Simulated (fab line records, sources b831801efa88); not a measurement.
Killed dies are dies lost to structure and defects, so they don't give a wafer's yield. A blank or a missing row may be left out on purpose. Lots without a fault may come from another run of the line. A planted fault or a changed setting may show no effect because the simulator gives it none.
Which tool did it? | flow gf180mcu | 6 lots, 18 wafers sampled, at 3 steps of a route of 602

WHAT THE GAUGES READ, wafer by wafer
GF_SALICIDE_THK_MEAS_05: measures by xrf.
lot  | measured     | on            | SALICIDE_TIN_THK (nm)
L486 | day 16 02:43 | film_metro-02 | 20.2 20.1 20.8
L496 | day 19 15:02 | film_metro-04 | 20.3 26.5 20.0 20.2 26.4 20.2
L498 | day 20 07:29 | film_metro-02 | 19.7 20.1 19.6
L501 | day 21 05:48 | film_metro-04 | 19.7 19.7 19.6
L504 | day 22 08:48 | film_metro-04 | 20.4 20.8 20.7
L506 | day 23 01:22 | film_metro-02 | 19.4 19.7 19.5

WHICH TOOL RAN EACH LOT (tool, then ch and the chambers of the sampled wafers, then the start)
lot  | GF_PSD_STRIP_10                      | GF_SALICIDE_SPUTTER_03
L486 | plasma_asher-03 ch 0,1, day 15 04:07 | pvd_sputter-04, day 16 02:34
L496 | plasma_asher-01 ch 1, day 18 07:43   | pvd_sputter-04, day 19 08:12
L498 | plasma_asher-01 ch 0,1, day 19 05:50 | pvd_sputter-03, day 20 07:19
L501 | plasma_asher-04 ch 0,1, day 20 04:31 | pvd_sputter-02, day 21 05:40
L504 | plasma_asher-04 ch 0,1, day 21 08:41 | pvd_sputter-03, day 22 08:38
L506 | plasma_asher-04 ch 0,1, day 22 01:23 | pvd_sputter-04, day 23 01:13
- GF_PSD_STRIP_10: strips in O2/N2.
- GF_SALICIDE_SPUTTER_03: material TiN, target thk 20 nm, time 16.7 s.

THE ANSWER, worked out from the rows above alone
Rule: what is usual is taken from the lots themselves. Put in order of their means at a reading, lots are off if they are a third of the lots or fewer, leave a main group of 4 or more, and stand apart from it by a gap of 3 or more times the standard deviation of the main group's means; of several such gaps the widest counts. A main group whose means are all the same, to the digits that the tables above print for the reading, isn't used. A lot without any number at a reading at which 4 lots or more have one is off too. The other lots that the step has rows for count as sound.
Off: L496, at GF_SALICIDE_THK_MEAS_05 (SALICIDE_TIN_THK). The main group: mean 20.0 nm, standard deviation 0.43.
A tool fits if, at a process step before that reading, it ran every lot that is off, and no sound lot after the first of them. The gauges at GF_SALICIDE_THK_MEAS_05 are tried like those tools. None of those tried fits.

WHAT THE SIMULATOR HAD PUT IN
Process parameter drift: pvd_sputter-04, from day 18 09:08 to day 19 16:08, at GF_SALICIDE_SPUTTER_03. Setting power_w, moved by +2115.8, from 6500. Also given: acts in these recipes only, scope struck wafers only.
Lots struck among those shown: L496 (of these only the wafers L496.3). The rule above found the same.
